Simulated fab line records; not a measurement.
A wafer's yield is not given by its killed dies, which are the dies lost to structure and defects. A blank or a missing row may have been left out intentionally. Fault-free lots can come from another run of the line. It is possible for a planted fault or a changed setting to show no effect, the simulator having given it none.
Matching of chambers | flow gf180mcu | GF_V2_CMP_04 on cmp-01 has 4 sister chambers
The step polishes SiO2. 8 wafers are shown with their chamber, then 7 later ones without.

## WAFERS WITH THEIR CHAMBER
wafer  | chamber | motor_current_A (A) | time_to_endpoint_s (s)
L820.4 | 2       | 13.7                | 89
L825.1 | 3       | 14.6                | 73
L825.5 | 3       | 14.9                | 78
L826.1 | 2       | 13.9                | 73
L826.2 | 1       | 12.1                | 79
L826.3 | 0       | 11.8                | 72
L831.2 | 1       | 12.1                | 69
L831.4 | 0       | 12.2                | 73

## WAFERS WITH NO CHAMBER GIVEN
wafer  | motor_current_A (A) | time_to_endpoint_s (s)
L831.5 | 12.7                | 78
L840.2 | 12.4                | 75
L840.3 | 11.9                | 75
L840.4 | 14.2                | 82
L841.3 | 13.3                | 87
L841.5 | 14.9                | 91
L841.6 | 13.7                | 90

## EACH ONE'S CHAMBER
wafer  | from the rows above     | in truth
L831.5 | can't be placed: 1 or 0 | 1
L840.2 | can't be placed: 1 or 0 | 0
L840.3 | can't be placed: 0 or 1 | 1
L840.4 | can't be placed: 2 or 3 | 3
L841.3 | 2                       | 2
L841.5 | 3                       | 3
L841.6 | 2                       | 2
Placed correctly: 3 of 7. Unplaceable from these rows: 4, with the true chamber sitting among the candidates in 4. Placed wrongly: 0.
How it was worked out, from the rows above alone: a wafer's distance from a chamber is the root of the sum, over the readings, of the square of ((its reading less the chamber's mean) divided by the reading's scatter). If the next closest chamber is less than 2 further off than the closest, the wafer can't be placed; otherwise it belongs to the closest. For every chamber, the mean is computed from those of its wafers that are shown. The scatter: take each reading less its chamber's mean, square it, sum over the shown wafers, divide by the number of wafers less the number of chambers, and take the root.
